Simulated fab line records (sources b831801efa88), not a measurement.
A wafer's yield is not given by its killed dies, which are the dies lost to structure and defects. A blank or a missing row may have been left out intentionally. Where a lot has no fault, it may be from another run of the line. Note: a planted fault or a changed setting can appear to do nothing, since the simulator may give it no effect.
Which tool did it? | flow gf180mcu | 39 wafers from 13 lots sampled at 5 of the route's 602 steps

## WHAT THE GAUGES SHOWED, per wafer
GF_VT_IMPLANT_OVL_MEAS_07. Usual: VT_IMPLANT_OVL 1.2 nm, standard deviation 1.3.
lot  | measured     | on         | VT_IMPLANT_OVL (nm)  | flag
L352 | day 6 02:28  | overlay-02 | 1.5 2.8 2.5          |
L355 | day 6 21:01  | overlay-02 | 0.7 2.8 2.9          |
L356 | day 7 04:02  | overlay-01 | 0.9 1.0 1.7          |
L357 | day 7 11:09  | overlay-02 | 2.7 1.2 0.8          |
L358 | day 7 19:22  | overlay-01 | 2.0 4.6 2.0          |
L365 | day 9 18:31  | overlay-02 | 2.6 1.6 2.3          |
L366 | day 9 20:37  | overlay-02 | -148.4 -146.5 -149.3 | OFF
L367 | day 10 00:38 | overlay-02 | -144.8 -149.0 -148.4 | OFF
L368 | day 10 10:04 | overlay-02 | -146.8 -145.5 -147.8 | OFF
L369 | day 10 17:11 | overlay-01 | -147.8 -147.5 -147.7 | OFF
L370 | day 10 21:14 | overlay-01 | 1.4 0.6 -0.8         |
L371 | day 11 05:31 | overlay-02 | 1.4 0.8 1.7          |
L372 | day 11 05:49 | overlay-01 | -0.1 1.1 2.0         |

GF_VT_IMPLANT_TW_MEAS_21. Usual: VT_IMPLANT_2_TW 1223, standard deviation 8.7.
lot  | measured     | on            | VT_IMPLANT_2_TW | flag
L352 | day 6 18:14  | film-metro-02 | 1220 1214 1225  |
L355 | day 7 13:36  | film-metro-04 | 1228 1232 1235  |
L356 | day 7 20:41  | film-metro-02 | 1217 1212 1223  |
L357 | day 8 03:40  | film-metro-01 | 1222 1226 1223  |
L358 | day 8 12:04  | film-metro-01 | 1224 1218 1223  |
L365 | day 10 12:15 | film-metro-04 | 1238 1230 1236  |
L366 | day 10 13:49 | film-metro-01 | 1214 1214 1216  |
L367 | day 10 19:03 | film-metro-01 | 1211 1218 1217  |
L368 | day 11 04:29 | film-metro-01 | 1208 1215 1217  |
L369 | day 11 12:01 | film-metro-04 | 1236 1237 1233  |
L370 | day 11 16:04 | film-metro-02 | 1224 1226 1232  |
L371 | day 12 01:13 | film-metro-01 | 1210 1211 1208  |
L372 | day 12 01:27 | film-metro-01 | 1201 1210 1210  |

## TOOL THAT RAN EACH LOT (tool first, then ch and the chambers of the sampled wafers, then the start)
lot  | GF_STI_ETCH_14                  | GF_LVPWELL_STRIP_10                 | GF_VT_IMPLANT_EXPOSE_04
L352 | rie-si-01 ch 1,2,3, day 2 11:47 | plasma-asher-01 ch 0,1, day 4 08:28 | iline-stepper-01 ch 0, day 5 19:46
L355 | rie-si-01 ch 0,1,2, day 3 04:19 | plasma-asher-02 ch 0,1, day 5 02:49 | iline-stepper-02 ch 0, day 6 14:03
L356 | rie-si-01 ch 1,2,3, day 3 09:49 | plasma-asher-03 ch 0,1, day 5 07:42 | iline-stepper-02 ch 0, day 6 20:22
L357 | rie-si-02 ch 0,2,3, day 3 14:14 | plasma-asher-01 ch 0,1, day 5 14:05 | iline-stepper-02 ch 0, day 7 03:40
L358 | rie-si-01 ch 1,2,3, day 3 20:11 | plasma-asher-03 ch 0,1, day 5 21:16 | iline-stepper-02 ch 0, day 7 11:22
L365 | rie-si-01 ch 0,2,3, day 5 07:10 | plasma-asher-01 ch 0,1, day 7 15:28 | iline-stepper-01 ch 0, day 9 10:28
L366 | rie-si-01 ch 0,1,3, day 5 11:47 | plasma-asher-01 ch 0,1, day 7 18:44 | iline-stepper-02 ch 0, day 9 12:06
L367 | rie-si-01 ch 0,1,2, day 5 15:40 | plasma-asher-03 ch 0,1, day 7 21:58 | iline-stepper-02 ch 0, day 9 15:35
L368 | rie-si-02 ch 0,3, day 6 00:49   | plasma-asher-03 ch 0,1, day 8 05:35 | iline-stepper-02 ch 0, day 10 01:16
L369 | rie-si-01 ch 0,2,3, day 6 07:25 | plasma-asher-03 ch 0,1, day 8 12:32 | iline-stepper-02 ch 0, day 10 08:42
L370 | rie-si-02 ch 0,1,2, day 6 10:25 | plasma-asher-03 ch 0,1, day 8 16:20 | iline-stepper-01 ch 0, day 10 12:33
L371 | rie-si-02 ch 1,2, day 6 15:41   | plasma-asher-01 ch 0,1, day 9 00:16 | iline-stepper-01 ch 0, day 10 20:40
L372 | rie-si-01 ch 0,2,3, day 6 18:37 | plasma-asher-03 ch 0,1, day 9 00:37 | iline-stepper-01 ch 0, day 10 21:08
- GF_STI_ETCH_14: etches Si in HBr/Cl2/O2, target depth 360 nm, time 104.3 s.
- GF_LVPWELL_STRIP_10: strips in O2/N2.
- GF_VT_IMPLANT_EXPOSE_04: exposes mask LVPWELL LV AREA, target cd 600 nm.

## AS READ BY THE TOOLS THEMSELVES (means over the sampled wafers that have a number; for cases with no such wafer, the mark the record gives instead)
GF_STI_ETCH_14. Usual: drypump-motor-current-A 5.7 A, standard deviation 0.33; oes-product-au 0.993 a.u., standard deviation 0.011; throttle-valve-pct 25.660 %, standard deviation 0.012.
lot  | tool      | drypump-motor-current-A (A) | oes-product-au (a.u.) | throttle-valve-pct (%) | flag
L352 | rie-si-01 | 5.8                         | 0.989                 | 25.670                 |
L355 | rie-si-01 | 5.9                         | 0.992                 | 25.664                 |
L356 | rie-si-01 | 5.8                         | 1.006                 | 25.655                 |
L357 | rie-si-02 | 5.8                         | 0.989                 | 25.672                 |
L358 | rie-si-01 | 5.8                         | 0.994                 | 25.652                 |
L365 | rie-si-01 | 5.7                         | 0.994                 | 25.665                 |
L366 | rie-si-01 | 5.6                         | 0.990                 | 25.648                 |
L367 | rie-si-01 | 5.9                         | 0.988                 | 25.667                 |
L368 | rie-si-02 | 5.6                         | 0.994                 | 25.658                 |
L369 | rie-si-01 | 5.7                         | 0.997                 | 25.656                 |
L370 | rie-si-02 | 5.7                         | 0.985                 | 25.666                 |
L371 | rie-si-02 | 5.8                         | 0.991                 | 25.660                 |
L372 | rie-si-01 | 5.7                         | 0.997                 | 25.655                 |

GF_LVPWELL_STRIP_10. Usual: drypump-motor-current-A 5.4 A, standard deviation 0.39; heater-power-w 324 W, standard deviation 22; n2-flow-sccm 300.1 sccm, standard deviation 0.87; oes-product-au 0.723 a.u., standard deviation 0.0044; strip-time-to-endpoint-s 36.94 s, standard deviation 0.1.
lot  | tool            | drypump-motor-current-A (A) | heater-power-w (W) | n2-flow-sccm (sccm) | oes-product-au (a.u.) | strip-time-to-endpoint-s (s) | flag
L352 | plasma-asher-01 | 5.8                         | 313                | 299.5               | 0.721                 | 36.87                        |
L355 | plasma-asher-02 | 5.1                         | 317                | 300.1               | 0.727                 | 36.90                        |
L356 | plasma-asher-03 | 5.5                         | 335                | 299.9               | 0.724                 | 37.00                        |
L357 | plasma-asher-01 | 5.5                         | 316                | 299.5               | 0.719                 | 36.96                        |
L358 | plasma-asher-03 | 5.5                         | 336                | 300.0               | 0.725                 | 36.86                        |
L365 | plasma-asher-01 | 5.8                         | 316                | 300.0               | 0.718                 | 36.94                        |
L366 | plasma-asher-01 | 5.8                         | 313                | 300.4               | 0.726                 | 36.87                        |
L367 | plasma-asher-03 | 5.3                         | 346                | 300.5               | 0.728                 | 36.96                        |
L368 | plasma-asher-03 | 5.3                         | 345                | 300.4               | 0.717                 | 36.85                        |
L369 | plasma-asher-03 | 5.3                         | 349                | 301.3               | 0.723                 | 37.16                        |
L370 | plasma-asher-03 | 5.3                         | 341                | 301.0               | 0.722                 | 37.10                        |
L371 | plasma-asher-01 | 5.5                         | 317                | 300.3               | 0.723                 | 36.91                        |
L372 | plasma-asher-03 | 5.5                         | 339                | 298.8               | 0.724                 | 36.87                        |

## THE ANSWER, worked out from the rows above alone
Rule: take the mean of a lot's wafers that have a number; if it is more than 3 standard deviations from the usual mean, the lot is off. Also off: a lot with no number at a reading for which 4 or more lots have one. The other lots that the step has rows for count as sound. First the gauges in route order, then the tools' own readings, where a lot's mean is used as printed above. At the first step where some lot is off, the reading lying furthest off is the one used; lots without a number count as furthest.
Off: L366, L367, L368, L369, seen at GF_VT_IMPLANT_OVL_MEAS_07 (VT_IMPLANT_OVL).
A tool fits if, at a process step before that reading, it ran every lot that is off, and no sound lot after the first of them. Gauges at GF_VT_IMPLANT_OVL_MEAS_07: tried the same way as those tools. One candidate fits, namely iline-stepper-02 at GF_VT_IMPLANT_EXPOSE_04. Its last sound lot is L358 (day 7 11:22), its first lot that is off L366 (day 9 12:06): a fault that began between those two fits.

## WHAT THE SIMULATOR HAD PUT IN
Scanner matching overlay: iline-stepper-02, from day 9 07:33 on, at GF_VT_IMPLANT_EXPOSE_04. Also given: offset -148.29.
Lots struck among those shown: L366, L367, L368, L369. Same finding as the rule above.
